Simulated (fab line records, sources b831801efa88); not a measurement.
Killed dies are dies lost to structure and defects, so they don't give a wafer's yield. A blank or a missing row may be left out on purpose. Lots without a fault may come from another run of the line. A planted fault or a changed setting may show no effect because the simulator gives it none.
Chamber matching | flow gf180mcu | GF_V4_CVD_00 on hdpcvd-01: 3 sister chambers
The step deposits SiO2, target thk 600 nm, time 100 s. 3 wafers are shown with their chamber, then 9 later ones without.

WAFERS WITH THEIR CHAMBER
wafer  | chamber | sih4_flow_sccm (sccm)
L750.1 | 2       | 59.93
L750.3 | 1       | 60.00
L750.5 | 0       | 60.05

WAFERS WITHOUT THEIR CHAMBER
wafer  | sih4_flow_sccm (sccm)
L755.2 | 60.07
L755.3 | 59.90
L755.6 | 59.90
L756.2 | 60.05
L756.4 | 60.12
L756.5 | 59.97
L757.1 | 59.88
L757.3 | 60.06
L757.6 | 60.01

WHICH CHAMBER EACH WENT THROUGH
wafer  | from the rows above          | in truth
L755.2 | can't be placed: 0 or 1      | 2
L755.3 | 2                            | 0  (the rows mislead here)
L755.6 | 2                            | 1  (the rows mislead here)
L756.2 | can't be placed: 0 or 1      | 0
L756.4 | can't be placed: 0 or 1      | 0
L756.5 | can't be placed: 1 or 2 or 0 | 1
L757.1 | 2                            | 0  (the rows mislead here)
L757.3 | can't be placed: 0 or 1      | 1
L757.6 | can't be placed: 1 or 0      | 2
Placed correctly: 0 of 9. Can't be placed from these rows: 6 (the true chamber is among the candidates in 4). Placed wrongly: 3.
How it was worked out, from the rows above alone: a wafer's distance from a chamber is the root of the sum, over the readings, of the square of ((its reading less the chamber's mean) divided by the reading's scatter). The wafer belongs to the nearest chamber; if the next one is less than 2 further off, it can't be placed. A chamber's mean is the mean of its shown wafers. The scatter: with one shown wafer a chamber, the root of the mean of the squares of how far each hidden wafer lies from its nearest shown one.
